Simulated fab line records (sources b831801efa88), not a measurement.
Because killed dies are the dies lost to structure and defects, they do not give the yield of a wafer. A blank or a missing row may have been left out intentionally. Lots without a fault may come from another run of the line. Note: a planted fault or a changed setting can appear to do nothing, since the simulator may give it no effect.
Which tool was responsible? + flow gf180mcu + Sampling: 6 lots, 18 wafers, 5 of 602 route steps

== WHAT THE GAUGES SHOWED, per wafer ==
GF_M3_THK_MEAS_06: measures by xrf.
| lot  | measured     | on            | M3_ALCU_THK (nm) |
|------|--------------|---------------|------------------|
| L291 | day 20 09:36 | film metro-02 | 450 443 447      |
| L294 | day 21 18:40 | film metro-02 | 444 444 440      |
| L298 | day 23 10:01 | film metro-01 | 442 454 443      |
| L301 | day 24 09:59 | film metro-01 | 451 447 453      |
| L303 | day 25 07:10 | film metro-03 | 447 439 438      |
| L307 | day 26 20:40 | film metro-02 | 425 423 423      |

== WHAT TOOL EACH LOT RAN ON (gives the tool, then ch and the chambers of the sampled wafers, and finally the start) ==
| lot  | GF_V1_ETCH_17                                 | GF_V1_STRIP_18                       | GF_M2_SPUTTER_02             | GF_M3_SPUTTER_04             |
|------|-----------------------------------------------|--------------------------------------|------------------------------|------------------------------|
| L291 | rie diel-01 ch 1,2,3, day 18 06:11 or earlier | plasma asher-02 ch 0,1, day 18 06:11 | pvd sputter-02, day 18 07:57 | pvd sputter-04, day 20 09:26 |
| L294 | rie diel-01 ch 0,3, day 19 14:10 or earlier   | plasma asher-04 ch 0,1, day 19 14:10 | pvd sputter-02, day 19 15:31 | pvd sputter-04, day 21 18:29 |
| L298 | rie diel-01 ch 0,3, day 21 06:29 or earlier   | plasma asher-03 ch 0,1, day 21 06:29 | pvd sputter-04, day 21 07:57 | pvd sputter-04, day 23 09:51 |
| L301 | rie diel-04 ch 1,2, day 22 08:26 or earlier   | plasma asher-03 ch 0,1, day 22 08:26 | pvd sputter-01, day 22 09:53 | pvd sputter-04, day 24 09:49 |
| L303 | rie diel-01 ch 1,2,3, day 23 06:05 or earlier | plasma asher-02 ch 0,1, day 23 06:05 | pvd sputter-04, day 23 07:29 | pvd sputter-03, day 25 07:01 |
| L307 | rie diel-01 ch 1,3, day 24 08:44 or earlier   | plasma asher-03 ch 0,1, day 24 08:44 | pvd sputter-01, day 24 10:07 | pvd sputter-03, day 26 20:30 |
- GF_V1_ETCH_17: etches SiO2 in C4F8/O2/Ar, stops on TiN, target depth 630 nm.
- GF_V1_STRIP_18: strips in O2/N2.
- GF_M2_SPUTTER_02: material AlCu, target thk 450 nm, time 23.9 s.
- GF_M3_SPUTTER_04: material TiN, target thk 50 nm, time 41.7 s.

== THE ANSWER, worked out from the rows above alone ==
Rule: usual is defined by the lots themselves. The widest of any qualifying gaps counts: lots, ordered by their means at a reading, are off when they make up no more than a third of the lots, leave a main group of 4 or more, and stand apart from it by 3 or more times the standard deviation of that group's means. A main group whose means are all the same, to the digits that the tables above print for the reading, isn't used. A lot without any number at a reading at which 4 lots or more have one is off too. The other lots that the step has rows for count as sound.
Off: at GF_M3_THK_MEAS_06 (M3_ALCU_THK), L307. Mean 445 nm and standard deviation 3.2 in the main group.
A tool fits if, at a process step before that reading, it ran every lot that is off, and no sound lot after the first of them. Those tools and the gauges at GF_M3_THK_MEAS_06 are tried in the same way. Because GF_V1_ETCH_17 lacks a start for some lots, the hours and order of its lots are taken from GF_V1_STRIP_18. Can't be told from this: 5 tools fit, rie diel-01 at GF_V1_ETCH_17, plasma asher-03 at GF_V1_STRIP_18, pvd sputter-01 at GF_M2_SPUTTER_02, pvd sputter-03 at GF_M3_SPUTTER_04, film metro-02 at GF_M3_THK_MEAS_06.

== WHAT WAS PUT IN BY THE SIMULATOR ==
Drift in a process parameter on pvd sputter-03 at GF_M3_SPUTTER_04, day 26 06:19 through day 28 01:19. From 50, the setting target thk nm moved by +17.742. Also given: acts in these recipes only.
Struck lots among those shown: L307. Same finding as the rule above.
